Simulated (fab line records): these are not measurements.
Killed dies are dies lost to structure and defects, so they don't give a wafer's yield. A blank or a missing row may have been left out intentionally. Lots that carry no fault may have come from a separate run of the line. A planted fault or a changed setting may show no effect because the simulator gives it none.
fab line records    flow sky130
record lots=6  wafers=18  last-day=50
route steps=708 shown VIA3@581 PAD_OPEN@708
lots that met no fault: from a run of the same line without faults
start-h: the number of hours between the record's first day and the start of the first shown wafer of the lot    wait-h: time in hours since the lot's previous step    " same as the row above    L1.1+2: several wafers, shown together as one row    - no value, or no start was given    * or withheld: withheld    < > ~ a bound
route shown NAME@n: a module of which the file shows steps, and the number in the route of the first    usual: average and standard deviation across the fault-free wafers    same: alike in all rows    chamber/n: place in a boat    sites: per-site readings    _std_site: the values' standard deviation    _edge_site: mean of outer sites minus mean of inner sites    radius-mm: for every site, how far away it sits from the centre of the wafer    mask NAME#n: copy n    behind: the last tool/chamber to shape the wafer    hold: what put the lot on hold/how long, in hours/how the hold closed    device: names the non-switching transistor (n, p or np)    end of line: the same wafers' tests at the end of the route    a step given without rows: its recipe and nothing more    killed: dies lost to structure and defects at the first sort, not the wafer's yield    map: a wafer's dies, x killed, . not, _ none there
set.NAME: the setting the step ran with; set.NAME@STEP: the setting that earlier step ran with    model.NAME: the simulator's own value behind a step, which no gauge read
lots seen at some steps along the route; tables by step, rows by wafer
services: the hour from which a tool's chamber was out of use, counted from the record's first day as start-h (under 0 if before that day), plus the number of hours and why
## steps
# step SKY_VIA3_SOFTBAKE_08
# recipe temp-c=100  time-s=90  resist=KrF-thick
# step SKY_VIA3_EXPOSE_09
# recipe mask-id=VIM3  na=0.8  source-shape=annular  sigma-inner=0.55  sigma-outer=0.85  target-cd-nm=200  dose-mj=38
# step SKY_VIA3_PEB_10
# recipe peb-temp-c=withheld  peb-time-s=withheld  resist=KrF-thick
# step SKY_VIA3_DEVELOP_11
# recipe develop-time-s=60  resist=KrF-thick  dev-temp-c=21
# step SKY_VIA3_CD_MEAS_12
# recipe target-cd-nm=200
# usual cd-nm=200.1/1.7
lot.wafer  tool       chamber  start-h  wait-h  cd-nm
L630.2     cd-sem-02  -        936.83   -       201.0
L630.4     "          -        "        "       200.4
L630.5     "          -        "        "       200.0
L632.2     cd-sem-02  -        960.63   -       198.0
L632.3     "          -        "        "       197.4
L632.6     "          -        "        "       198.1
L638.3     cd-sem-01  -        998.01   -       201.2
L638.4     "          -        "        "       200.4
L638.5     "          -        "        "       200.3
L639.1     cd-sem-01  -        1000.33  -       197.2
L639.2     "          -        "        "       195.9
L639.5     "          -        "        "       198.0
L646.1     cd-sem-02  -        1045.07  -       201.5
L646.3     "          -        "        "       200.9
L646.6     "          -        "        "       201.2
L652.1     cd-sem-01  -        1083.98  -       200.0
L652.3     "          -        "        "       198.5
L652.4     "          -        "        "       199.1
# step SKY_VIA3_OVL_MEAS_13
# usual VIA3_OVL=6/5.1
lot.wafer  tool        chamber  start-h  wait-h  VIA3_OVL[nm]
L630.2     overlay-01  -        936.94   0.1     10
L630.4     "           -        "        "       9
L630.5     "           -        "        "       11
L632.2     overlay-01  -        960.74   0.1     12
L632.3     "           -        "        "       6
L632.6     "           -        "        "       16
L638.3     overlay-01  -        998.10   0.1     0
L638.4     "           -        "        "       12
L638.5     "           -        "        "       3
L639.1     overlay-01  -        1000.45  0.1     2
L639.2     "           -        "        "       8
L639.5     "           -        "        "       2
L646.1     overlay-01  -        1045.19  0.1     9
L646.3     "           -        "        "       8
L646.6     "           -        "        "       11
L652.1     overlay-02  -        1084.10  0.1     9
L652.3     "           -        "        "       4
L652.4     "           -        "        "       3
# step SKY_VIA3_ETCH_14
# recipe chemistry=N2/H2  target=BARC  ion-energy-ev=200  source-w=500  bias-w=100  pressure-mtorr=30.83  n2-flow-sccm=100  h2-flow-sccm=200  stop-on=SiO2  time-s=45.9  target-depth-a=600
# usual drypump-motor-current-A=5.7/0.41  oes-product-au=0.854/0.0044  rf-fwd-power-W=494.3/2.4  throttle-valve-pct=13.017/0.0092
# same time-s=45.9
lot.wafer  tool         chamber  start-h  wait-h  drypump-motor-current-A  oes-product-au  rf-fwd-power-W  rf-hours-counter-h  throttle-valve-pct
L630.2     rie-diel-02  0        936.97   0.0     4.8                      0.854           498.5           4                   13.018
L630.4     "            3        "        "       5.5                      0.847           491.4           14                  13.021
L630.5     "            2        "        "       4.7                      0.856           494.1           -                   13.013
L632.2     rie-diel-04  1        960.77   0.0     5.6                      0.850           494.8           14                  12.997
L632.3     "            3        "        "       5.5                      0.851           494.0           9                   13.009
L632.6     "            0        "        "       6.3                      0.849           491.9           -                   13.036
L638.3     rie-diel-04  0        998.12   0.0     6.3                      0.852           496.9           13                  13.003
L638.4     "            3        "        "       5.5                      0.851           491.7           -                   13.026
L638.5     "            1        "        "       5.7                      0.854           494.7           -                   13.021
L639.1     rie-diel-04  3        1000.49  0.0     5.5                      0.850           493.6           11                  13.012
L639.2     "            1        "        "       5.7                      0.857           496.7           16                  13.031
L639.5     "            0        "        "       6.3                      0.848           497.1           -                   13.001
L646.1     rie-diel-02  1        1045.22  0.0     4.9                      0.850           499.0           23                  13.027
L646.3     "            3        "        "       5.5                      0.862           493.1           18                  13.021
L646.6     "            1        "        "       4.9                      0.856           498.2           -                   13.019
L652.1     rie-diel-03  1        1084.14  0.0     5.8                      0.859           493.3           17                  13.019
L652.3     "            0        "        "       5.5                      0.854           492.7           7                   12.997
L652.4     "            3        "        "       6.2                      0.853           489.9           -                   13.015
# step SKY_VIA3_ETCH_15
# recipe target=SiO2  chemistry=C4F8/O2/Ar  target-depth-nm=507  stop-on=TiN  mask-material=KrF-thick  source-w=1500  bias-w=1200  pressure-mtorr=40  c4f8-flow-sccm=withheld  O2_flow_sccm=6  Ar_flow_sccm=300  time-s=78
# usual oes-product-au=0.946/0.0046  rf-fwd-power-W=1487/5.6
# same time-s=78
lot.wafer  tool         chamber  start-h  wait-h  oes-product-au  rf-fwd-power-W
L630.2     rie-diel-02  0        937.01   0.0     0.942           1489
L630.4     "            3        "        "       0.944           1477
L630.5     "            2        "        "       0.941           1480
L632.2     rie-diel-04  1        960.81   0.0     0.956           1493
L632.3     "            3        "        "       0.944           1476
L632.6     "            0        "        "       0.945           1490
L638.3     rie-diel-04  0        998.16   0.0     0.940           1490
L638.4     "            3        "        "       0.939           1479
L638.5     "            1        "        "       0.945           1498
L639.1     rie-diel-04  3        1000.53  0.0     0.944           1487
L639.2     "            1        "        "       0.944           1487
L639.5     "            0        "        "       0.950           1485
L646.1     rie-diel-02  1        1045.26  0.0     0.943           1501
L646.3     "            3        "        "       0.949           1484
L646.6     "            1        "        "       0.944           1504
L652.1     rie-diel-03  1        1084.18  0.0     0.947           1489
L652.3     "            0        "        "       0.942           1489
L652.4     "            3        "        "       0.943           1487
# step SKY_VIA3_STRIP_16
# recipe chemistry=O2/N2  power-w=1400  pressure-mtorr=1500  platen-temp-c=withheld  o2-flow-sccm=3000  n2-flow-sccm=300  overash-fraction=0.5
# usual drypump-motor-current-A=5.6/0.48  oes-product-au=0.402/0.0047  strip-time-to-endpoint-s=4.132/0.023
lot.wafer  tool             chamber  start-h  wait-h  drypump-motor-current-A  oes-product-au  rf-hours-counter-h  strip-time-to-endpoint-s
L630.2     plasma-asher-04  1        937.07   0.0     6.2                      0.403           110                 4.170
L630.4     "                1        "        "       6.1                      0.408           -                   4.140
L630.5     "                1        "        "       6.2                      0.404           -                   4.185
L632.2     plasma-asher-01  1        960.87   0.0     4.9                      0.397           22                  4.143
L632.3     "                1        "        "       4.9                      0.402           -                   4.089
L632.6     "                0        "        "       5.7                      0.401           -                   4.126
L638.3     plasma-asher-01  0        998.26   0.1     5.8                      0.391           -                   4.134
L638.4     "                1        "        "       5.0                      0.402           -                   4.102
L638.5     "                1        "        "       4.9                      0.400           -                   4.127
L639.1     plasma-asher-01  1        1000.59  0.0     4.9                      0.406           28                  4.137
L639.2     "                0        "        "       5.7                      0.399           28                  4.119
L639.5     "                1        "        "       4.9                      0.401           -                   4.124
L646.1     plasma-asher-02  0        1045.32  0.0     5.1                      0.403           56                  4.122
L646.3     "                1        "        "       5.4                      0.401           -                   4.120
L646.6     "                0        "        "       5.1                      0.402           -                   4.109
L652.1     plasma-asher-04  1        1084.24  0.0     6.1                      0.404           2                   4.125
L652.3     "                1        "        "       6.2                      0.398           -                   4.157
L652.4     "                0        "        "       6.2                      0.400           -                   4.115
# step SKY_VIA3_STRIP_17
# recipe chemistry=post-etch-residue-remover  time-s=1200  temp-c=72.5
# step SKY_VIA3_CLEAN_18
# recipe chemistry=IPA  time-s=180  temp-c=25
# step SKY_VIA3_CLEAN_19
# recipe chemistry=O3/DIW  dry=n2-spin
# step SKY_VIA3_SPUTTER_20
# recipe material=TiN  target-thk-nm=20  chamber-pressure-pa=5  power-w=4000  time-s=80
# usual chamber-pressure-pa=5.000/0.0095  throttle-valve-pct=29.7/1.1
# same time-s=80
lot.wafer  tool            chamber  start-h  wait-h  chamber-pressure-pa  throttle-valve-pct  model.TiN_of_VIA3_SPUTTER_20.thk-nm
L630.2     pvd-sputter-02  -        937.68   0.0     4.992                29.4                20.19
L630.4     "               -        "        "       4.997                29.0                20.43
L630.5     "               -        "        "       5.002                30.3                20.2
L632.2     pvd-sputter-01  -        961.48   0.0     5.015                28.4                19.72
L632.3     "               -        "        "       4.991                30.2                19.72
L632.6     "               -        "        "       4.986                28.1                19.9
L638.3     pvd-sputter-01  -        998.82   0.0     4.378                30.5                22.11
L638.4     "               -        "        "       4.378                32.3                22.25
L638.5     "               -        "        "       4.380                32.3                22.17
L639.1     pvd-sputter-01  -        1001.22  0.0     4.400                33.5                22.25
L639.2     "               -        "        "       4.395                30.4                22.13
L639.5     "               -        "        "       4.392                30.4                22.24
L646.1     pvd-sputter-02  -        1045.99  0.0     5.017                29.0                19.94
L646.3     "               -        "        "       5.003                31.3                20.06
L646.6     "               -        "        "       5.014                29.0                20.07
L652.1     pvd-sputter-02  -        1084.84  0.0     4.982                29.1                20.05
L652.3     "               -        "        "       5.000                31.2                19.93
L652.4     "               -        "        "       4.996                29.3                19.72
# step SKY_VIA3_CVD_21
# recipe material=W  target-thk-nm=390  time-s=117.31  temp-c=400  pressure-torr=40
# usual heater-power-w=910/63
# same time-s=117.31
lot.wafer  tool      chamber  start-h  wait-h  heater-power-w
L630.2     cvd-w-02  0        937.74   0.0     907
L630.4     "         1        "        "       933
L630.5     "         1        "        "       919
L632.2     cvd-w-01  1        961.54   0.0     955
L632.3     "         1        "        "       949
L632.6     "         0        "        "       832
L638.3     cvd-w-02  0        998.93   0.1     882
L638.4     "         1        "        "       937
L638.5     "         1        "        "       925
L639.1     cvd-w-01  1        1001.28  0.0     961
L639.2     "         0        "        "       820
L639.5     "         1        "        "       977
L646.1     cvd-w-02  1        1046.05  0.0     962
L646.3     "         1        "        "       960
L646.6     "         0        "        "       925
L652.1     cvd-w-02  0        1084.90  0.0     915
L652.3     "         1        "        "       959
L652.4     "         0        "        "       936
# step SKY_PAD_OPEN_PROBE_99
# usual defect-limited-yield=82.4/2.1  killed_at_M0_to_M3=44/7.4  killed_at_M4_up=3.2/2  killed-at-contacts=24/5.1  killed-at-front-end=15/4.8  killed-at-other=0.2/0.46  killed-dies=86/10  killed-open=47/7.5  killed-short=39/7  sort_bin_3_pad_short=0.9/0.4  sort_bin_5_function=10.4/1.5  sort_bin_6_memory=6.3/1.2  sort-n-pass=406/10  sort-yield-pct=82.4/2.1
# same gross-dies=492  killed-at-back-side=0  sort_bin_4_leakage[%]=0  sort_bin_8_speed[%]=0
lot.wafer  tool       chamber  start-h  wait-h  defect-limited-yield[%]  killed_at_M0_to_M3  killed_at_M4_up  killed-at-contacts  killed-at-front-end  killed-at-other  killed-dies  killed-open  killed-short  sort_bin_3_pad_short[%]  sort_bin_5_function[%]  sort_bin_6_memory[%]  sort-n-pass  sort-yield-pct[%]
L630.2     prober-02  -        1081.39  0.1     83.5                     43                  3                23                  12                   0                81           41           40            0.8                      9.1                     6.5                   411          83.5
L630.4     prober-02  -        1081.49  0.2     81.3                     46                  2                22                  22                   0                92           42           50            1.2                      11.2                    6.3                   400          81.3
L630.5     prober-02  -        1081.54  0.2     81.9                     48                  2                32                  7                    0                89           48           39            1.4                      10.8                    5.9                   403          81.9
L638.3     prober-01  -        1135.83  0.2     86.2                     30                  2                21                  15                   0                68           41           27            0.8                      7.5                     5.5                   424          86.2
L638.4     prober-01  -        1135.88  0.2     81.1                     48                  4                24                  17                   0                93           49           44            1.0                      12.2                    5.7                   399          81.1
L638.5     prober-01  -        1135.93  0.2     79.1                     59                  1                19                  24                   0                103          56           47            1.2                      10.4                    9.3                   389          79.1
# killed by level:class
L630.2 CONTACT:geometric-particle:open=9 VIA1:geometric-particle:open=8 VIA1:geometric-particle:short=7 LI_CONTACT:geometric-particle:open=5 METAL3:geometric-particle:short=5 VIA2:geometric-particle:open=5 VIA3:geometric-particle:open=5 CONTACT:geometric-particle:short=4
L630.4 VIA1:geometric-particle:open=10 METAL1:geometric-particle:short=7 LOCAL_INTERCONNECT:geometric-particle:short=6 CONTACT:geometric-particle:open=6 CONTACT:geometric-particle:short=6 VIA2:geometric-particle:open=6 VIA3:geometric-particle:open=6 FIELD_ISO:geometric-particle:short=5
L630.5 CONTACT:geometric-particle:open=13 VIA1:geometric-particle:open=12 VIA1:geometric-particle:short=8 LI_CONTACT:geometric-particle:open=6 VIA2:geometric-particle:open=6 METAL1:geometric-particle:short=5 LOCAL_INTERCONNECT:geometric-particle:open=4 CONTACT:geometric-particle:short=4
L638.3 CONTACT:geometric-particle:open=11 FIELD_ISO:geometric-particle:open=7 VIA1:geometric-particle:open=6 VIA2:geometric-particle:open=5 LI_CONTACT:geometric-particle:open=4 FIELD_ISO:geometric-particle:short=3 LOCAL_INTERCONNECT:geometric-particle:short=3 CONTACT:geometric-particle:short=3
L638.4 CONTACT:geometric-particle:open=13 VIA1:geometric-particle:open=11 FIELD_ISO:geometric-particle:short=7 VIA3:geometric-particle:open=7 VIA1:geometric-particle:short=7 METAL2:geometric-particle:short=7 LOCAL_INTERCONNECT:geometric-particle:short=5 FIELD_ISO:geometric-particle:open=3
L638.5 VIA1:geometric-particle:open=14 CONTACT:geometric-particle:open=10 VIA1:geometric-particle:short=10 METAL1:geometric-particle:short=7 FIELD_ISO:geometric-particle:open=6 VIA2:geometric-particle:open=6 VIA3:geometric-particle:open=6 FIELD_ISO:geometric-particle:short=5
## services
tool             chamber  start-h  hours  kind
cvd-w-02         0        918.00   -      clean
cvd-w-02         1        918.00   -      clean
cvd-w-02         -        920.21   6.0    pm
cvd-w-01         -        930.53   2.8    pm
cvd-w-02         -        951.49   2.8    pm
plasma-asher-02  -        959.04   2.8    pm
pvd-sputter-02   -        959.12   5.3    repair
plasma-asher-02  -        961.79   28.1   pm
rie-diel-03      0        968.14   4.5    repair
rie-diel-03      2        971.56   6.0    repair
cvd-w-02         -        984.28   1.7    repair
rie-diel-03      -        992.80   14.6   pm
rie-diel-04      2        994.08   6.2    repair
pvd-sputter-02   0        998.63   -      consumable-replace:kit
pvd-sputter-02   0        998.63   18.0   scheduled-down
rie-diel-02      2        1014.51  4.0    repair
cvd-w-02         -        1014.91  2.0    repair
plasma-asher-02  -        1020.99  14.6   pm
cvd-w-02         0        1051.50  -      calibration
plasma-asher-04  -        1055.25  9.0    pm
rie-diel-02      3        1073.81  6.2    repair
rie-diel-04      0        1075.78  6.2    repair
cvd-w-01         1        1083.17  19.2   repair
rie-diel-03      2        1083.86  6.2    repair
## key
first-sign step=SKY_VIA3_SPUTTER_20  reading=chamber-pressure-pa  direction=down  sigmas=64  usual=5.000  struck=4.387
effect step=SKY_VIA3_SPUTTER_20  reading=throttle-valve-pct  direction=up  sigmas=1.8  usual=29.7  struck=31.6  wafers-moved=1
model-effect step=SKY_VIA3_SPUTTER_20  value=TiN_of_VIA3_SPUTTER_20.thk-nm  without=19.73  struck=22.19
met-at SKY_VIA3_SPUTTER_20
struck-wafers L638.3,L638.4,L638.5,L639.1,L639.2,L639.5
onset-between 961.48 998.82
fault kind=process-parameter-drift  tool=pvd-sputter-01  chamber=-  onset-h=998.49  steps=SKY_VIA3_SPUTTER_20  channel=chamber-pressure-pa  offset=-0.61  shape=step  end-h=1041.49  acts-in=these-recipes-only  stated=5
